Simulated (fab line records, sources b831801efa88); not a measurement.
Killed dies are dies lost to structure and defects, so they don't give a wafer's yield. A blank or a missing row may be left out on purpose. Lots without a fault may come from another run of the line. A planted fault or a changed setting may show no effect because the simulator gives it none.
fab line records | flow sky130
record lots=24 wafers=72 last_day=50
route steps=708 shown VIA1@473 METAL2@503 METAL3@563 METAL4@630 VIA4@642
lots that met no fault: from a run of the same line without faults
start_h: hours from the record's first day to the start of the lot's first wafer shown | wait_h: hours since the lot's step before | " the same as in the row above | L1.1+2: a row that stands for several wafers | - no value, or no start given | * or withheld: withheld | < > ~ a bound
route shown NAME@n: a module of which the file shows steps, and the number in the route of the first | usual: mean/standard deviation of fault-free wafers | same: alike in all rows | chamber/n: place in a boat | sites: the reading at each site | _std_site: their standard deviation | _edge_site: outer sites' mean less inner sites' | radius_mm: how far each site lies from the wafer's centre | mask NAME#n: copy n | behind: the tool/chamber that last shaped the wafer | hold: why the lot was held/for how many hours/how that ended | device: the transistor (n, p or np) that didn't switch | end of line: the same wafers' tests at the end of the route | a step without rows: its recipe alone | killed: dies lost to structure and defects at the first sort, not the wafer's yield | map: a wafer's dies, x killed, . not, _ none there
set.NAME: the setting as run; set.NAME@STEP: as run at that earlier step | model.NAME: the simulator's own value behind a step, which no gauge read
steps of the route over a sample of lots; a table a step, a row a wafer
services: from which hour (start_h, from the record's first day; less than 0 if before it) a tool's chamber was out of use, for how many hours, and why
## steps
# step SKY_VIA1_ETCH_15
# recipe target=SiO2 chemistry=C4F8/O2/Ar target_depth_nm=351 stop_on=TiN mask_material=KrF-thick source_w=1500 bias_w=1200 pressure_mtorr=40 c4f8_flow_sccm=withheld O2_flow_sccm=6 Ar_flow_sccm=300 time_s=54
# usual oes_product_au=0.982/0.0061
# columns lot.wafer tool chamber start_h wait_h oes_product_au rf_hours_counter_h
L074.2 rie_diel-03 3 794.09 0.0 0.976 30
L074.3 " 1 " " 0.976 6
L074.6 " 1 " " 0.976 -
L075.1 rie_diel-03 3 804.41 0.0 0.992 30
L075.2 " 0 " " 0.986 8
L075.3 " 2 " " 0.980 0
L076.2 rie_diel-01 3 807.94 0.0 0.986 11
L076.4 " 0 " " 0.989 21
L076.5 " 2 " " 0.984 -
L077.2 rie_diel-03 2 824.91 0.0 0.977 1
L077.3 " 1 " " 0.986 6
L077.6 " 1 " " 0.984 -
L079.2 rie_diel-03 0 844.99 0.0 0.984 9
L079.5 " 1 " " 0.985 -
L079.6 " 0 " " 0.985 -
L078.3 rie_diel-04 1 846.24 0.0 0.984 16
L078.4 " 3 " " 0.982 13
L078.5 " 1 " " 0.991 -
L080.2 rie_diel-01 2 851.59 0.0 0.975 25
L080.4 " 0 " " 0.984 22
L080.6 " 1 " " 0.973 -
L081.1 rie_diel-04 2 853.14 0.0 0.985 12
L081.4 " 1 " " 0.979 -
L081.5 " 3 " " 0.983 -
L082.4 rie_diel-03 0 855.56 0.0 0.984 -
L082.5 " 3 " " 0.979 -
L082.6 " 1 " " 0.983 -
L083.1 rie_diel-01 2 865.84 0.0 0.983 26
L083.2 " 0 " " 0.990 23
L083.3 " 3 " " 0.986 13
L084.4 rie_diel-04 3 875.74 0.0 0.975 14
L084.5 " 2 " " 0.971 -
L084.6 " 3 " " 0.996 -
L085.1 rie_diel-03 3 880.74 0.0 0.977 1
L085.2 " 2 " " 0.985 2
L085.5 " 3 " " 0.973 -
L086.3 rie_diel-03 0 888.91 0.0 0.988 10
L086.5 " 1 " " 0.988 -
L086.6 " 2 " " 0.986 -
L087.2 rie_diel-01 3 889.26 0.0 0.988 13
L087.3 " 1 " " 0.981 17
L087.6 " 1 " " 0.971 -
L088.1 rie_diel-03 2 900.86 0.0 0.990 2
L088.2 " 3 " " 0.973 2
L088.5 " 0 " " 0.975 -
L089.1 rie_diel-03 0 902.04 0.0 0.980 11
L089.5 " 1 " " 0.977 -
L089.6 " 2 " " 0.988 -
L090.1 rie_diel-04 2 916.71 0.0 0.984 14
L090.5 " 0 " " 0.990 -
L090.6 " 3 " " 0.979 -
L091.3 rie_diel-03 0 921.94 0.0 0.990 11
L091.4 " 2 " " 0.987 3
L091.5 " 3 " " 0.980 -
L092.1 rie_diel-04 1 928.54 0.0 0.994 19
L092.2 " 0 " " 0.983 6
L092.6 " 3 " " 0.975 -
L093.1 rie_diel-04 3 935.99 0.0 0.978 16
L093.2 " 1 " " 0.992 19
L093.4 " 2 " " 0.976 15
L095.3 rie_diel-01 1 947.26 0.0 0.979 18
L095.4 " 1 " " 0.979 -
L095.5 " 0 " " 0.988 -
L094.1 rie_diel-03 1 948.89 0.0 0.978 10
L094.3 " 0 " " 0.984 12
L094.6 " 3 " " 0.976 -
L096.2 rie_diel-04 0 958.31 0.0 0.979 7
L096.3 " 2 " " 0.974 15
L096.4 " 2 " " 0.984 -
L097.3 rie_diel-03 3 963.61 0.0 0.975 3
L097.4 " 2 " " 0.995 4
L097.5 " 3 " " 0.978 -
# step SKY_METAL2_STRIP_20
# recipe chemistry=O2/N2 power_w=1400 pressure_mtorr=1500 platen_temp_c=withheld o2_flow_sccm=3000 n2_flow_sccm=300 overash_fraction=0.5
# usual drypump_motor_current_A=5.8/0.39 oes_product_au=0.342/0.0049 strip_time_to_endpoint_s=2.67/0.04
# columns lot.wafer tool chamber start_h wait_h drypump_motor_current_A oes_product_au rf_hours_counter_h strip_time_to_endpoint_s
L074.2 plasma_asher-02 1 822.53 0.1 5.9 0.342 72 2.62
L074.3 " 0 " " 6.0 0.345 - 2.63
L074.6 " 0 " " 5.9 0.344 - 2.70
L075.1 plasma_asher-02 0 833.58 0.1 5.9 0.339 73 2.66
L075.2 " 1 " " 5.9 0.344 73 2.61
L075.3 " 0 " " 5.9 0.338 - 2.66
L076.2 plasma_asher-02 0 835.88 0.1 5.9 0.328 73 2.64
L076.4 " 0 " " 5.9 0.349 - 2.68
L076.5 " 0 " " 5.9 0.345 - 2.61
L077.2 plasma_asher-04 0 853.63 0.1 5.1 0.339 11 2.72
L077.3 " 0 " " 5.2 0.340 - 2.62
L077.6 " 1 " " 6.5 0.346 - 2.63
L079.2 plasma_asher-02 0 872.83 0.1 5.9 0.344 77 2.74
L079.5 " 1 " " 5.9 0.337 - 2.72
L079.6 " 0 " " 5.9 0.349 - 2.72
L078.3 plasma_asher-02 0 873.97 0.1 5.9 0.344 - 2.70
L078.4 " 1 " " 5.9 0.345 - 2.66
L078.5 " 1 " " 5.9 0.344 - 2.66
L080.2 plasma_asher-02 0 878.77 0.1 5.9 0.340 78 2.69
L080.4 " 0 " " 5.9 0.345 - 2.70
L080.6 " 1 " " 5.9 0.345 - 2.69
L081.1 plasma_asher-02 1 879.63 0.1 5.9 0.345 78 2.65
L081.4 " 1 " " 5.9 0.346 - 2.72
L081.5 " 0 " " 5.9 0.341 - 2.61
L082.4 plasma_asher-01 1 882.06 0.1 5.2 0.351 - 2.72
L082.5 " 0 " " 5.5 0.346 - 2.71
L082.6 " 1 " " 5.2 0.346 - 2.66
L083.1 plasma_asher-01 0 892.64 0.1 5.5 0.343 116 2.66
L083.2 " 1 " " 5.2 0.343 116 2.70
L083.3 " 0 " " 5.5 0.328 - 2.67
L084.4 plasma_asher-02 1 903.12 0.1 5.9 0.349 - 2.70
L084.5 " 0 " " 5.9 0.343 - 2.67
L084.6 " 1 " " 5.9 0.351 - 2.72
L085.1 plasma_asher-04 1 907.95 0.1 6.5 0.348 14 2.78
L085.2 " 0 " " 5.2 0.343 14 2.64
L085.5 " 0 " " 5.2 0.335 - 2.62
L086.3 plasma_asher-04 0 916.27 0.1 5.2 0.340 - 2.68
L086.5 " 1 " " 6.4 0.345 - 2.66
L086.6 " 0 " " 5.2 0.344 - 2.68
L087.2 plasma_asher-02 0 916.62 0.1 5.9 0.336 82 2.61
L087.3 " 1 " " 5.9 0.342 - 2.63
L087.6 " 0 " " 5.9 0.336 - 2.60
L088.1 plasma_asher-02 1 927.73 0.1 5.9 0.349 83 2.64
L088.2 " 0 " " 5.9 0.346 83 2.69
L088.5 " 0 " " 5.9 0.355 - 2.73
L089.1 plasma_asher-01 0 929.28 0.1 5.5 0.351 119 2.73
L089.5 " 0 " " 5.5 0.342 - 2.71
L089.6 " 1 " " 5.2 0.341 - 2.63
L090.1 plasma_asher-04 0 943.93 0.1 5.2 0.335 17 2.66
L090.5 " 1 " " 6.5 0.350 - 2.64
L090.6 " 0 " " 5.2 0.352 - 2.69
L091.3 plasma_asher-04 0 948.61 0.1 5.2 0.350 - 2.76
L091.4 " 1 " " 6.4 0.342 - 2.67
L091.5 " 0 " " 5.2 0.344 - 2.65
L092.1 plasma_asher-02 1 955.08 0.1 5.9 0.340 86 2.70
L092.2 " 0 " " 5.9 0.341 86 2.67
L092.6 " 0 " " 5.9 0.344 - 2.66
L093.1 plasma_asher-02 0 962.18 0.1 5.9 0.342 87 2.72
L093.2 " 1 " " 5.9 0.344 87 2.67
L093.4 " 0 " " 5.9 0.342 - 2.77
L095.3 plasma_asher-04 1 974.02 0.1 6.5 0.344 - 2.66
L095.4 " 0 " " 5.2 0.345 - 2.63
L095.5 " 0 " " 5.1 0.342 - 2.67
L094.1 plasma_asher-04 0 975.73 0.1 5.1 0.339 20 2.66
L094.3 " 1 " " 6.4 0.339 - 2.59
L094.6 " 1 " " 6.4 0.340 - 2.68
L096.2 plasma_asher-02 0 984.12 0.1 5.9 0.344 89 2.67
L096.3 " 1 " " 5.9 0.349 - 2.69
L096.4 " 0 " " 5.9 0.339 - 2.68
L097.3 plasma_asher-02 0 989.55 0.1 5.9 0.341 - 2.64
L097.4 " 1 " " 5.9 0.342 - 2.68
L097.5 " 0 " " 5.9 0.342 - 2.69
# step SKY_METAL3_CD_MEAS_13
# recipe target_cd_nm=300
# usual cd_nm=299.9/1.3
# columns lot.wafer tool chamber start_h wait_h cd_nm
L074.2 cd_sem-01 - 903.33 - 301.3
L074.3 " - " " 300.5
L074.6 " - " " 300.1
L075.1 cd_sem-02 - 912.79 - 299.9
L075.2 " - " " 300.0
L075.3 " - " " 298.4
L076.2 cd_sem-02 - 916.18 - 299.1
L076.4 " - " " 298.9
L076.5 " - " " 297.7
L077.2 cd_sem-01 - 933.63 - 299.7
L077.3 " - " " 300.4
L077.6 " - " " 298.3
L079.2 cd_sem-02 - 951.48 - 299.6
L079.5 " - " " 298.6
L079.6 " - " " 300.2
L078.3 cd_sem-02 - 953.78 - 300.4
L078.4 " - " " 302.3
L078.5 " - " " 300.3
L080.2 cd_sem-02 - 957.11 - 301.1
L080.4 " - " " 299.9
L080.6 " - " " 300.8
L081.1 cd_sem-02 - 958.44 - 300.3
L081.4 " - " " 301.0
L081.5 " - " " 300.3
L082.4 cd_sem-01 - 959.95 - 301.7
L082.5 " - " " 300.3
L082.6 " - " " 299.8
L083.1 cd_sem-02 - 971.46 - 299.7
L083.2 " - " " 298.2
L083.3 " - " " 299.5
L084.4 cd_sem-02 - 980.72 - 297.9
L084.5 " - " " 298.8
L084.6 " - " " 297.8
L085.1 cd_sem-01 - 985.01 - 299.3
L085.2 " - " " 298.0
L085.5 " - " " 297.6
L086.3 cd_sem-01 - 992.68 - 299.0
L086.5 " - " " 299.1
L086.6 " - " " 298.8
L087.2 cd_sem-01 - 993.38 - 300.4
L087.3 " - " " 299.7
L087.6 " - " " 300.6
L088.1 cd_sem-02 - 1003.49 - 300.5
L088.2 " - " " 300.8
L088.5 " - " " 300.4
L089.1 cd_sem-01 - 1004.24 - 303.8
L089.5 " - " " 302.6
L089.6 " - " " 302.6
L090.1 cd_sem-02 - 1018.79 - 299.5
L090.5 " - " " 299.0
L090.6 " - " " 299.6
L091.3 cd_sem-01 - 1024.28 - 299.4
L091.4 " - " " 299.4
L091.5 " - " " 299.2
L092.1 cd_sem-02 - 1028.99 - 300.6
L092.2 " - " " 300.0
L092.6 " - " " 299.8
L093.1 cd_sem-02 - 1035.91 - 300.6
L093.2 " - " " 300.0
L093.4 " - " " 301.9
L095.3 cd_sem-01 - 1047.00 - 300.4
L095.4 " - " " 299.5
L095.5 " - " " 299.6
L094.1 cd_sem-02 - 1051.04 - 300.6
L094.3 " - " " 300.0
L094.6 " - " " 300.4
L096.2 cd_sem-01 - 1055.81 - 299.2
L096.3 " - " " 300.1
L096.4 " - " " 299.0
L097.3 cd_sem-01 - 1060.83 - 301.1
L097.4 " - " " 300.4
L097.5 " - " " 300.7
# step SKY_METAL4_OVL_MEAS_14
# usual METAL4_OVL=1/4.7
# columns lot.wafer tool chamber start_h wait_h METAL4_OVL[nm]
L074.2 overlay-01 - 981.62 0.1 6
L074.3 " - " " 3
L074.6 " - " " 6
L075.1 overlay-02 - 988.08 0.1 0
L075.2 " - " " -2
L075.3 " - " " 2
L076.2 overlay-02 - 994.38 0.1 -2
L076.4 " - " " -3
L076.5 " - " " 3
L077.2 overlay-01 - 1008.69 0.1 10
L077.3 " - " " 4
L077.6 " - " " 7
L079.2 overlay-02 - 1025.79 0.1 2
L079.5 " - " " -7
L079.6 " - " " -2
L078.3 overlay-02 - 1027.98 0.1 -1
L078.4 " - " " 1
L078.5 " - " " 1
L080.2 overlay-02 - 1030.97 0.1 9
L080.4 " - " " 5
L080.6 " - " " 6
L081.1 overlay-01 - 1032.46 0.1 -3
L081.4 " - " " 3
L081.5 " - " " -1
L082.4 overlay-01 - 1033.94 0.1 -5
L082.5 " - " " 6
L082.6 " - " " -1
L083.1 overlay-02 - 1045.32 0.1 -2
L083.2 " - " " -4
L083.3 " - " " -5
L084.4 overlay-02 - 1053.94 0.1 -1
L084.5 " - " " -3
L084.6 " - " " -2
L085.1 overlay-02 - 1057.73 0.1 -3
L085.2 " - " " -4
L085.5 " - " " -2
L086.3 overlay-01 - 1063.97 0.1 3
L086.5 " - " " 3
L086.6 " - " " 3
L087.2 overlay-02 - 1065.62 0.1 3
L087.3 " - " " 3
L087.6 " - " " -1
L088.1 overlay-01 - 1073.61 0.1 -2
L088.2 " - " " -1
L088.5 " - " " 0
L089.1 overlay-02 - 1074.78 0.1 -5
L089.5 " - " " -3
L089.6 " - " " 7
L090.1 overlay-02 - 1088.32 0.1 10
L090.5 " - " " 12
L090.6 " - " " 8
L091.3 overlay-01 - 1094.07 0.1 5
L091.4 " - " " 0
L091.5 " - " " 6
L092.1 overlay-01 - 1097.17 0.1 16
L092.2 " - " " 12
L092.6 " - " " 9
L093.1 overlay-01 - 1103.62 0.1 -3
L093.2 " - " " -9
L093.4 " - " " -4
L095.3 overlay-01 - 1115.74 0.1 -1
L095.4 " - " " 8
L095.5 " - " " 6
L094.1 overlay-01 - 1118.27 0.1 -2
L094.3 " - " " 5
L094.6 " - " " -1
L096.2 overlay-01 - 1123.84 0.1 -2
L096.3 " - " " 6
L096.4 " - " " 1
L097.3 overlay-02 - 1126.18 0.1 -8
L097.4 " - " " -3
L097.5 " - " " -6
# step SKY_METAL4_ETCH_16
# recipe chemistry=N2/H2 target=BARC ion_energy_ev=195 bias_w=100 pressure_mtorr=30 n2_flow_sccm=100 h2_flow_sccm=200 icp_w=500 stop_on=SiO2 time_s=88.2 target_depth_a=600
# usual drypump_motor_current_A=5.8/0.42 he_backside_leak_sccm=3.47/0.29 oes_product_au=0.625/0.0043 throttle_valve_pct=13.206/0.0098
# columns lot.wafer tool chamber start_h wait_h drypump_motor_current_A he_backside_leak_sccm oes_product_au rf_hours_counter_h throttle_valve_pct
L074.2 rie_metal-04 1 981.74 0.1 5.5 3.13 0.629 - 13.201
L074.3 " 1 " " 5.5 3.23 0.624 - 13.193
L074.6 " 1 " " 5.5 3.24 0.624 - 13.197
L075.1 rie_metal-04 1 988.18 0.1 5.5 3.24 0.627 5 13.201
L075.2 " 1 " " 5.5 3.05 0.617 - 13.209
L075.3 " 1 " " 5.5 3.32 0.631 - 13.206
L076.2 rie_metal-04 0 994.44 0.0 5.8 3.38 0.635 0 13.200
L076.4 " 0 " " 5.8 3.57 0.628 - 13.202
L076.5 " 0 " " 5.8 3.58 0.628 - 13.214
L077.2 rie_metal-03 0 1008.75 0.0 5.4 3.40 0.626 5 13.214
L077.3 " 0 " " 5.4 3.55 0.624 - 13.208
L077.6 " 1 " " 6.3 3.63 0.620 - 13.203
L079.2 rie_metal-03 1 1025.85 0.0 6.3 3.46 0.626 21 13.225
L079.5 " 1 " " 6.3 3.55 0.622 - 13.207
L079.6 " 0 " " 5.4 3.52 0.622 - 13.203
L078.3 rie_metal-03 1 1028.07 0.0 6.3 3.62 0.624 - 13.200
L078.4 " 0 " " 5.5 3.68 0.633 - 13.212
L078.5 " 0 " " 5.5 3.44 0.624 - 13.211
L080.2 rie_metal-03 0 1031.03 0.0 5.4 3.60 0.621 6 13.201
L080.4 " 0 " " 5.4 3.49 0.621 - 13.200
L080.6 " 0 " " 5.4 3.66 0.635 - 13.228
L081.1 rie_metal-01 1 1032.53 0.0 5.4 2.97 0.622 5 13.202
L081.4 " 0 " " 6.6 3.59 0.624 - 13.189
L081.5 " 0 " " 6.5 3.76 0.630 - 13.223
L082.4 rie_metal-03 1 1034.02 0.0 6.3 3.67 0.630 - 13.207
L082.5 " 0 " " 5.4 3.41 0.635 - 13.215
L082.6 " 1 " " 6.3 3.50 0.620 - 13.203
L083.1 rie_metal-04 1 1045.39 0.0 5.5 3.27 0.629 9 13.211
L083.2 " 0 " " 5.8 3.47 0.631 4 13.210
L083.3 " 1 " " 5.5 3.38 0.629 - 13.200
L084.4 rie_metal-01 1 1054.02 0.0 5.4 3.18 0.630 - 13.189
L084.5 " 1 " " 5.4 3.08 0.628 - 13.199
L084.6 " 0 " " 6.6 3.67 0.622 - 13.195
L085.1 rie_metal-03 1 1057.80 0.0 6.3 3.55 0.623 23 13.213
L085.2 " 0 " " 5.5 3.48 0.631 8 13.203
L085.5 " 0 " " 5.5 3.56 0.624 - 13.210
L086.3 rie_metal-03 1 1064.06 0.0 6.3 3.61 0.620 - 13.217
L086.5 " 1 " " 6.3 3.50 0.626 - 13.215
L086.6 " 0 " " 5.4 3.59 0.627 - 13.221
L087.2 rie_metal-01 0 1065.68 0.0 6.5 3.69 0.627 21 13.189
L087.3 " 0 " " 6.5 3.68 0.623 - 13.199
L087.6 " 1 " " 5.4 3.06 0.626 - 13.218
L088.1 rie_metal-03 0 1073.68 0.0 5.5 3.51 0.622 9 13.217
L088.2 " 1 " " 6.3 3.55 0.629 24 13.197
L088.5 " 0 " " 5.4 3.35 0.625 - 13.188
L089.1 rie_metal-04 0 1074.85 0.0 5.8 3.59 0.623 5 13.186
L089.5 " 0 " " 5.8 3.54 0.625 - 13.216
L089.6 " 1 " " 5.5 3.20 0.622 - 13.212
L090.1 rie_metal-01 0 1088.39 0.0 6.6 3.63 0.627 22 13.210
L090.5 " 1 " " 5.4 5.11 0.619 - 13.203
L090.6 " 0 " " 6.6 3.65 0.621 - 13.215
L091.3 rie_metal-04 1 1094.23 0.1 5.5 3.21 0.626 - 13.225
L091.4 " 1 " " 5.5 3.06 0.635 - 13.202
L091.5 " 1 " " 5.5 3.24 0.624 - 13.190
L092.1 rie_metal-03 0 1097.24 0.0 5.5 3.35 0.628 11 13.224
L092.2 " 1 " " 6.3 3.55 0.636 26 13.189
L092.6 " 1 " " 6.3 3.62 0.631 - 13.213
L093.1 rie_metal-01 0 1103.69 0.0 6.6 3.85 0.625 23 13.204
L093.2 " 1 " " 5.4 3.20 0.625 10 13.196
L093.4 " 0 " " 6.6 3.79 0.620 - 13.199
L095.3 rie_metal-03 0 1115.83 0.0 5.5 3.62 0.624 - 13.222
L095.4 " 1 " " 6.3 3.61 0.635 - 13.203
L095.5 " 0 " " 5.5 3.58 0.622 - 13.196
L094.1 rie_metal-04 0 1118.34 0.0 5.9 3.51 0.623 7 13.208
L094.3 " 0 " " 5.8 3.57 0.624 - 13.213
L094.6 " 0 " " 5.8 3.76 0.622 - 13.204
L096.2 rie_metal-04 0 1123.90 0.0 5.8 3.60 0.630 7 13.202
L096.3 " 0 " " 5.8 3.50 0.632 - 13.191
L096.4 " 1 " " 5.5 3.46 0.630 - 13.211
L097.3 rie_metal-04 1 1126.29 0.1 5.5 3.44 0.626 - 13.207
L097.4 " 0 " " 5.9 3.66 0.622 - 13.193
L097.5 " 0 " " 5.8 3.56 0.620 - 13.187
# step SKY_VIA4_BOW_MEAS_03
# recipe mode=bow
# usual VIA4_BOW=78/9.1
# columns lot.wafer tool chamber start_h wait_h VIA4_BOW[um]
L074.2 film_metro-01 - 983.60 0.1 95
L074.3 " - " " 83
L074.6 " - " " 82
L075.1 film_metro-01 - 990.14 0.2 83
L075.2 " - " " 78
L075.3 " - " " 68
L076.2 film_metro-04 - 995.95 0.3 88
L076.4 " - " " 87
L076.5 " - " " 89
L077.2 film_metro-01 - 1010.39 0.3 79
L077.3 " - " " 70
L077.6 " - " " 75
L079.2 film_metro-02 - 1027.53 0.3 78
L079.5 " - " " 68
L079.6 " - " " 58
L078.3 film_metro-04 - 1029.84 0.2 64
L078.4 " - " " 71
L078.5 " - " " 74
L080.2 film_metro-01 - 1032.47 0.2 85
L080.4 " - " " 63
L080.6 " - " " 75
L081.1 film_metro-04 - 1034.04 0.1 76
L081.4 " - " " 69
L081.5 " - " " 72
L082.4 film_metro-01 - 1035.91 0.3 73
L082.5 " - " " 83
L082.6 " - " " 78
L083.1 film_metro-01 - 1046.82 0.1 99
L083.2 " - " " 106
L083.3 " - " " 89
L084.4 film_metro-01 - 1055.56 0.3 87
L084.5 " - " " 77
L084.6 " - " " 76
L085.1 film_metro-01 - 1059.27 0.2 72
L085.2 " - " " 86
L085.5 " - " " 71
L086.3 film_metro-01 - 1065.52 0.2 84
L086.5 " - " " 85
L086.6 " - " " 75
L087.2 film_metro-01 - 1067.13 0.2 70
L087.3 " - " " 77
L087.6 " - " " 73
L088.1 film_metro-04 - 1075.20 0.2 87
L088.2 " - " " 73
L088.5 " - " " 73
L089.1 film_metro-02 - 1076.29 0.2 83
L089.5 " - " " 84
L089.6 " - " " 89
L090.1 film_metro-01 - 1090.02 0.1 65
L090.5 " - " " 72
L090.6 " - " " 57
L091.3 film_metro-02 - 1095.90 0.3 94
L091.4 " - " " 78
L091.5 " - " " 69
L092.1 film_metro-01 - 1098.88 0.2 75
L092.2 " - " " 81
L092.6 " - " " 68
L093.1 film_metro-01 - 1105.54 0.1 66
L093.2 " - " " 82
L093.4 " - " " 68
L095.3 film_metro-04 - 1117.27 0.2 70
L095.4 " - " " 65
L095.5 " - " " 75
L094.1 film_metro-02 - 1119.76 0.2 82
L094.3 " - " " 80
L094.6 " - " " 74
L096.2 film_metro-01 - 1125.42 0.2 72
L096.3 " - " " 79
L096.4 " - " " 80
L097.3 film_metro-04 - 1129.34 0.2 79
L097.4 " - " " 90
L097.5 " - " " 80
## services
# columns tool chamber start_h hours kind
plasma_asher-02 - 781.15 2.4 repair
rie_metal-04 - 800.51 1.4 pm
rie_diel-03 - 805.48 0.4 repair
plasma_asher-04 - 817.74 1.2 repair
rie_diel-04 3 820.54 7.2 repair
rie_metal-03 - 825.80 2.1 repair
rie_diel-03 - 827.33 0.4 repair
rie_diel-04 0 851.15 15.5 repair
rie_diel-03 2 852.89 19.1 repair
plasma_asher-04 - 861.71 22.3 repair
rie_diel-04 - 910.42 2.1 repair
plasma_asher-04 - 926.84 6.6 repair
rie_diel-03 3 937.43 8.2 repair
rie_diel-04 3 956.49 8.2 repair
plasma_asher-04 - 958.24 2.8 pm
plasma_asher-02 - 1015.00 3.8 repair
rie_metal-04 0 1035.40 6.4 repair
rie_metal-04 - 1051.82 15.6 pm
rie_diel-03 0 1052.98 5.5 repair
rie_diel-03 3 1065.14 13.8 repair
rie_metal-03 - 1069.04 4.0 pm
rie_metal-04 0 1087.94 19.3 repair
rie_diel-03 0 1114.13 8.2 repair
rie_diel-03 - 1121.48 15.6 pm
## key
fault none
